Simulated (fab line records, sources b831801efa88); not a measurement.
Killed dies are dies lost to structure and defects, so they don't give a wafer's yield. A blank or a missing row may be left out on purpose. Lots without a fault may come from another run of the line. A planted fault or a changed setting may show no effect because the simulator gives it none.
A struck lot beside a sound one | flow gf180mcu | 14 steps out of a route of 602
Sound: wafers L395.3, L395.5, L395.6. Struck: wafers L401.1, L401.2, L401.5. The cause comes at the end.
At each step with rows: each side's tool, then ch and its chambers, then its first start. Under that, the readings that differ: sound wafers | struck wafers | difference of the means | sigmas: that difference in standard deviations of wafers without a fault.
alike: readings whose means differ by less than 2 such deviations, and words and numbers that are the same on both sides. not compared: withheld readings, readings that some wafer has no value for, bounds like >300 that may hide the same value, and numbers for which the record gives no deviation and whose values overlap.
The two part at a step that has a row with sigmas, a row that says differs or no value, or rows on one side only. Numbers that don't overlap but have no deviation are shown without sigmas and don't part them. A reading that every wafer of one side lacks parts them only if that side has two wafers or more.

GF_HV_LDD_RS_MEAS_53: measures by four-point-probe.
  sound on film_metro-04, day 12 17:58; struck on film_metro-04, day 14 18:52
  alike: HV_LDD_RS
then, 1 step without rows for these wafers: GF_HV_LDD_CVD_54 (deposits SiO2 from TEOS, target thk 10 nm, time 75 s).
GF_HV_LDD_THK_MEAS_55:
  sound on film_metro-02, day 12 19:36; struck on film_metro-02, day 14 20:01
  alike: HV_LDD_CVD_54_THK
then, 1 step without rows for these wafers: GF_HV_LDD_CVD_56 (deposits Si3N4 from DCS/NH3, target thk 90 nm, time 1543 s).
GF_HV_LDD_THK_MEAS_57:
  sound on film_metro-02, day 12 21:05; struck on film_metro-02, day 14 21:34
  alike: HV_LDD_CVD_56_THK
GF_HV_LDD_ETCHBACK_58: etches Si3N4 in CH3F/O2, stops on SiO2, time 100 s, target depth 90 nm.
  sound on rie_diel-04 ch 1,2,3, day 12 21:08; struck on rie_diel-03 ch 0,1,3, day 14 21:37
  alike: chamber_pressure_mTorr, drypump_motor_current_A, oes_product_au, throttle_valve_pct
  not compared: rf_hours_counter_h
then, 6 steps without rows for these wafers: GF_NSD_DEHYDRATE_00 (time 60 s); GF_NSD_HMDS_01 (prime time 60 s); GF_NSD_COAT_02 (resist thk 1000 nm); GF_NSD_SOFTBAKE_03 (time 60 s); GF_NSD_EXPOSE_04 (exposes mask Nplus, target cd 400 nm); GF_NSD_PEB_05.
GF_NSD_DEVELOP_06: develop time 60 s.
  sound on litho_track-01 ch 0, day 13 17:32; struck on litho_track-01, day 15 18:59
  no value came back on the struck wafers for chill_plate_temp_C (C), develop_time_s (s); on the sound wafers chill_plate_temp_C (C) reads 23.10 22.93 23.01
GF_NSD_CD_MEAS_07: target cd 400 nm.
  sound on cd_sem-01, day 13 17:41; struck on cd_sem-01, day 15 19:08
  reading    | sound             | struck | difference                    | sigmas
  cd_nm (nm) | 399.6 402.5 401.4 | - - -  | no value on the struck wafers |

WHERE THEY PART
First at GF_NSD_DEVELOP_06; last, within this record, at GF_NSD_CD_MEAS_07.

WHY: what the simulator had put in
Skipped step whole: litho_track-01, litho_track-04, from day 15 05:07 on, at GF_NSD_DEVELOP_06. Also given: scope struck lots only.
